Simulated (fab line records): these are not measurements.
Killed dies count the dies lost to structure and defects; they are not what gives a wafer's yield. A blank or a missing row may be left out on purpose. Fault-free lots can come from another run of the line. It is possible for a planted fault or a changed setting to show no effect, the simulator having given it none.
A single fault, viewed from 2 desks || flow sky130 || numbers are kept per desk, each desk with only its own; the story behind them comes last

METROLOGY DESK
Lot by lot, what the gauges showed, no matter which tool ran the lot: averages of those sampled wafers that carry a number. Any lot whose mean is over 4 standard deviations away from the usual mean is out of limits and marked OUT; that distance is given in the brackets.
Columns: A = LDD_N_OVL at SKY_LDD_N_OVL_MEAS_07, usual -0.5 nm
{"lot": "L413", "first seen here": "day 19 21:19", "A": -1.3}
{"lot": "L414", "first seen here": "day 20 14:27", "A": -2.1}
{"lot": "L424", "first seen here": "day 23 11:22", "A": -2.9}
{"lot": "L428", "first seen here": "day 25 09:57", "A": -0.5}
{"lot": "L430", "first seen here": "day 25 20:24", "A": -0.2}
{"lot": "L431", "first seen here": "day 26 01:34", "A": 0.8}
This desk's verdict: no lot among the 6 shows anything out of limits.

FOR THE TOOL OWNER'S DESK: implanter-04
For each lot that ran on this tool, the mean over its sampled wafers that have a number, from the tool's own readings at SKY_LDD_N_IMPLANT_14. Any lot whose mean is over 4 standard deviations away from the usual mean is out of limits and marked OUT; that distance is given in the brackets.
Columns: A = end_station_pressure_torr at SKY_LDD_N_IMPLANT_14, usual 5.05e-06 Torr; B = rotation_deg at SKY_LDD_N_IMPLANT_14, usual 180.00 degrees
{"lot": "L413", "first seen here": "day 19 22:16", "A": 5.05e-06, "B": "361.85 (+99 or more) OUT"}
{"lot": "L414", "first seen here": "day 20 15:23", "A": 4.85e-06, "B": "361.87 (+99 or more) OUT"}
{"lot": "L428", "first seen here": "day 25 10:53", "A": 4.90e-06, "B": 179.98}
{"lot": "L431", "first seen here": "day 26 02:29", "A": 5.04e-06, "B": 179.99}
This desk's verdict: out of limits on L413, L414, starting with L413 at day 19 22:16 (rotation_deg at SKY_LDD_N_IMPLANT_14). L428, L431: within limits.

PUT TOGETHER
An alarm could have come from the tool owner's desk at day 19 22:16, on L413, L414.
Nothing out of limits was seen by the metrology desk.
The metrology desk holds a record of L413, L414, inside its limits.
Every lot named ran SKY_LDD_N_IMPLANT_14 on implanter-04.

WHAT HAD BEEN PUT IN BY THE SIMULATOR
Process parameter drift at SKY_LDD_N_IMPLANT_14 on implanter-04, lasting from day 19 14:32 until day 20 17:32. From 180, the setting rotation_deg moved by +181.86. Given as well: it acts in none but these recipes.
Shown lots that were struck: L413, L414.
How many hours passed from the start of the fault until each desk's first out-of-limits reading: the tool owner's desk, 8.
